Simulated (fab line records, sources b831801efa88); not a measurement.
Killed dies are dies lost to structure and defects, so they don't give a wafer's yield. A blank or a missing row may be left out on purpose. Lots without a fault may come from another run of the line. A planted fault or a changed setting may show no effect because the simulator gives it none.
Which tool did it? | flow sky130 | 11 lots, 32 wafers sampled, at 3 steps of a route of 708

WHAT THE GAUGES READ, wafer by wafer
SKY_PWDE_TW_MEAS_10. Usual: PWDE_TW 376.1, standard deviation 2.7.
lot  | measured    | on            | PWDE_TW           | flag
L547 | day 4 05:00 | film_metro-03 | 377.7 378.7 376.9 |
L548 | day 5 02:02 | film_metro-02 | 376.3 374.0 374.7 |
L549 | day 5 02:04 | film_metro-04 | 376.3 378.7 377.8 |
L550 | day 5 14:15 | film_metro-02 | 372.3 374.3 371.6 |
L551 | day 5 14:35 | film_metro-03 | 378.0 377.8 379.1 |
L554 | day 5 22:50 | film_metro-02 | 373.2 375.8 375.1 |
L560 | day 7 05:56 | film_metro-02 | 412.5 411.3 412.5 | OFF
L562 | day 7 13:28 | film_metro-04 | 416.2 416.0 413.2 | OFF
L563 | day 7 19:37 | film_metro-04 | 376.2 376.8       |
L568 | day 9 03:06 | film_metro-02 | 369.5 370.4 368.6 |
L569 | day 9 09:53 | film_metro-04 | 377.3 377.2 377.3 |

SKY_NWELL_RS_MEAS_31: measures by four-point-probe. Usual: PWDE_RS 5274 ohm/sq, standard deviation 17.
lot  | measured     | on            | PWDE_RS (ohm/sq) | flag
L547 | day 5 16:43  | film_metro-03 | 5257 5237 5248   |
L548 | day 6 16:05  | film_metro-03 | 5274 5248 5271   |
L549 | day 6 16:25  | film_metro-04 | 5263 5262 5266   |
L550 | day 7 04:43  | film_metro-04 | 5244 5259 5260   |
L551 | day 7 03:11  | film_metro-03 | 5252 5247 5263   |
L554 | day 7 12:21  | film_metro-02 | 5296 5290 5272   |
L560 | day 8 23:00  | film_metro-03 | 4128 4135 4120   | OFF
L562 | day 9 06:50  | film_metro-04 | 4134 4140 4139   | OFF
L563 | day 9 14:02  | film_metro-04 | 5278 5274        |
L568 | day 11 00:16 | film_metro-04 | 5316 5267 5290   |
L569 | day 11 08:26 | film_metro-02 | 5269 5274 5276   |

WHICH TOOL RAN EACH LOT (tool, then ch and the chambers of the sampled wafers, then the start)
lot  | SKY_PWDE_IMPLANT_08
L547 | implanter-02 ch 0, day 4 04:47
L548 | implanter-03 ch 0, day 5 01:48
L549 | implanter-01 ch 0, day 5 01:49
L550 | implanter-02 ch 0, day 5 14:02
L551 | implanter-03 ch 0, day 5 14:20
L554 | implanter-01 ch 0, day 5 22:36
L560 | implanter-02 ch 0, day 7 05:42
L562 | implanter-02 ch 0, day 7 13:16
L563 | implanter-03 ch 0, day 7 19:24
L568 | implanter-03 ch 0, day 9 02:53
L569 | implanter-03 ch 0, day 9 09:39
- SKY_PWDE_IMPLANT_08

WHAT THE TOOLS THEMSELVES READ (means of the sampled wafers that have a number; where no wafer has one, the mark that the record gives instead)
SKY_PWDE_IMPLANT_08. Usual: beam_energy_keV 150.00, standard deviation 0.047; beam_on_s 10.01 s, standard deviation 0.21; faraday_current_uA 20.3, standard deviation 0.41.
lot  | tool         | beam_energy_keV | beam_on_s (s) | faraday_current_uA | flag
L547 | implanter-02 | 150.04          | 10.13         | 20.0               |
L548 | implanter-03 | 149.94          | 9.92          | 20.5               |
L549 | implanter-01 | 150.03          | 10.02         | 20.3               |
L550 | implanter-02 | 150.03          | 9.88          | 20.6               |
L551 | implanter-03 | 150.03          | 10.25         | 19.9               |
L554 | implanter-01 | 150.03          | 9.96          | 20.4               |
L560 | implanter-02 | 150.03          | 13.52         | 15.0               | OFF
L562 | implanter-02 | 149.97          | 13.70         | 14.8               | OFF
L563 | implanter-03 | 149.97          | 10.24         | 19.9               |
L568 | implanter-03 | 149.95          | 10.00         | 20.2               |
L569 | implanter-03 | 149.96          | 9.90          | 20.4               |

THE ANSWER, worked out from the rows above alone
Rule: a lot is off if the mean of its wafers that have a number lies more than 3 standard deviations from the usual mean. A lot without any number at a reading at which 4 lots or more have one is off too. The other lots that the step has rows for count as sound. The gauges are gone through in route order, then the tools' own readings, and for those a lot's mean is taken as printed above. The first step at which some lot is off is used, and at that step the reading that is off furthest; a lot without a number counts as furthest.
Off: L560, L562, at SKY_PWDE_TW_MEAS_10 (PWDE_TW).
A tool fits if, at a process step before that reading, it ran every lot that is off, and no sound lot after the first of them. The gauges at SKY_PWDE_TW_MEAS_10 aren't tried: what is off there is off at SKY_PWDE_IMPLANT_08 too, on other tools, and a gauge's error can't cause that. One fits: implanter-02 at SKY_PWDE_IMPLANT_08. Its last sound lot is L550 (day 5 14:02), its first lot that is off L560 (day 7 05:42): a fault that began between those two fits.
The tool's own readings at SKY_PWDE_IMPLANT_08 bear it out: on the lots that are off they differ by more than 5 times the standard deviation of the sound lots' means. beam_on_s reads 13.61 s there against 10.03 s on the sound lots; faraday_current_uA reads 14.9 there against 20.2 on the sound lots.

WHAT THE SIMULATOR HAD PUT IN
Process parameter drift: implanter-02, from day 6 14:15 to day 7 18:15, at SKY_PWDE_IMPLANT_08. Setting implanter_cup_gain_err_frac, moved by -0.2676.
Lots struck among those shown: L560, L562. The rule above found the same.
